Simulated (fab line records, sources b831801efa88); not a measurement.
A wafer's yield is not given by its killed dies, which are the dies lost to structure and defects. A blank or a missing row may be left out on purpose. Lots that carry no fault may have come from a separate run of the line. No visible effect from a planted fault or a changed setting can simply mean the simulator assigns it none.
A struck lot beside a sound one -- flow sky130 -- 22 out of 708 route steps
Sound: wafers L905.2, L905.4, L905.6. Struck: wafers L907.1, L907.3, L907.4. Last of all comes the cause.
Each step with rows lists, per side, the tool, then ch with its chambers, then its first start. Under that, the readings that differ: sound wafers -- struck wafers -- difference of the means -- sigmas: that difference in standard deviations of wafers without a fault.
alike: readings with means less than 2 such deviations apart, plus words and numbers identical on both sides. not compared: withheld readings, readings lacking a value on some wafer, bounds such as >300 that could conceal the same value, and numbers that have no deviation in the record and whose values overlap.
The two part at a step that has a row with sigmas, a row that says differs or no value, or rows on one side only. Numbers that have no deviation but don't overlap get no sigmas and don't part them. Lack of a reading on every wafer of one side parts them only where that side has two or more wafers.

SKY_METAL3_SPUTTER_00: material Ti, target thk 15 nm, time 10 s.
  sound: pvd_sputter-01 at day 39 07:45; struck: pvd_sputter-03 at day 40 07:59
  alike: cathode_dc_power_W, throttle_valve_pct
SKY_METAL3_SPUTTER_01: material TiN, target thk 20 nm, time 16.7 s.
  sound: pvd_sputter-01 at day 39 07:47; struck: pvd_sputter-03 at day 40 08:01
  alike: cathode_dc_power_W, throttle_valve_pct
SKY_METAL3_SPUTTER_02: material AlCu, target thk 735 nm, time 39.1 s.
  sound: pvd_sputter-01 at day 39 07:48; struck: pvd_sputter-03 at day 40 08:02
  alike: cathode_dc_power_W, throttle_valve_pct
then, 1 step without rows for these wafers: SKY_METAL3_SPUTTER_03 (material Ti, target thk 5 nm, time 3.3 s).
SKY_METAL3_SPUTTER_04: material TiN, target thk 70 nm, time 58.3 s.
  sound: pvd_sputter-01 at day 39 07:52; struck: pvd_sputter-03 at day 40 08:06
  alike: cathode_dc_power_W, throttle_valve_pct
SKY_CAPM_CVD_00: deposits SiO2, target thk 15.5 nm.
  sound on pecvd-04 ch 0,1,2, day 39 07:55; struck on pecvd-02 ch 0,1,2, day 40 08:08
  alike: heater_power_outer_w, heater_power_w
SKY_CAPM_THK_MEAS_01:
  sound: film_metro-01 at day 39 07:56; struck: film_metro-04 at day 40 08:10
  alike: CAPM_CVD_00_THK
then, 1 step without rows for these wafers: SKY_CAPM_SPUTTER_02 (material TiN, target thk 200 nm, time 166.7 s).
SKY_CAPM_RS_MEAS_03: measurement is done with a four-point probe.
  sound: film_metro-01 at day 39 08:07; struck: film_metro-04 at day 40 08:20
  alike: CAPM_TIN_RS
SKY_CAPM_THK_MEAS_04: measures by xrf.
  sound: film_metro-01 at day 39 08:14; struck: film_metro-04 at day 40 08:28
  alike: CAPM_TIN_THK
then, 2 steps without rows for these wafers: SKY_CAPM_DEHYDRATE_05 (time 60 s); SKY_CAPM_HMDS_06 (prime time 60 s).
SKY_CAPM_COAT_07: resist thk 1140 nm.
  sound on litho_track-03 ch 0, day 39 20:02; struck on litho_track-03 ch 0, day 40 19:15
reading,sound,struck,difference,sigmas
spin_speed_rpm (rpm),3000.0 2999.1 3002.0,3272.4 3274.9 3276.5,+274.2,+99 or more
model.NOVOLAK_of_CAPM_COAT_07.thk_nm (nm),1139 1139 1142,1092 1091 1092,-48,
then, 4 steps without rows for these wafers: SKY_CAPM_SOFTBAKE_08 (time 60 s); SKY_CAPM_EXPOSE_09 (exposes mask CAPM, target cd 1000 nm); SKY_CAPM_PEB_10; SKY_CAPM_DEVELOP_11 (develop time 60 s).
SKY_CAPM_OVL_MEAS_12:
  sound: overlay-01 at day 40 08:22; struck: overlay-01 at day 41 07:49
  alike: CAPM_OVL
SKY_CAPM_METAL_ETCH_13: etches TiN in Cl2/BCl3, stops on SiO2, target depth 220 nm, time 62.9 s.
  sound on rie_metal-01 ch 0, day 40 08:25; struck on rie_metal-04 ch 0,1, day 41 07:51
reading,sound,struck,difference,sigmas
model.NOVOLAK_of_CAPM_COAT_07.thk_nm (nm),986.2 986.9 990.6,942.9 942.1 944.3,-44.8,
  alike: chamber_pressure_mTorr, drypump_motor_current_A, mfc_cl2_sccm, oes_product_au, throttle_valve_pct
  not compared: rf_hours_counter_h
SKY_CAPM_STRIP_14: strips in O2/N2.
  sound on plasma_asher-04 ch 0,1, day 40 08:33; struck on plasma_asher-02 ch 0,1, day 41 07:55
reading,sound,struck,difference,sigmas
strip_time_to_endpoint_s (s),12.56 12.59 12.62,12.07 12.06 12.09,-0.52,-10
  alike: chamber_pressure_mTorr, drypump_motor_current_A, oes_product_au
  not compared: rf_hours_counter_h
then, 1 step without rows for these wafers: SKY_CAPM_STRIP_15 (strips in post etch residue remover, time 1200 s).
SKY_PAD_OPEN_PROBE_99:
  rows exist in the record for the sound wafers here (prober-01, day 47 23:59), none for the struck ones

WHERE THEY PART
Earliest at SKY_CAPM_COAT_07; latest, in this record, at SKY_PAD_OPEN_PROBE_99.

WHY: what the simulator had put in
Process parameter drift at SKY_CAPM_COAT_07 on litho_track-03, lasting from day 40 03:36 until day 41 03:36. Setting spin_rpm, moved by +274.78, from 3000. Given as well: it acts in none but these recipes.
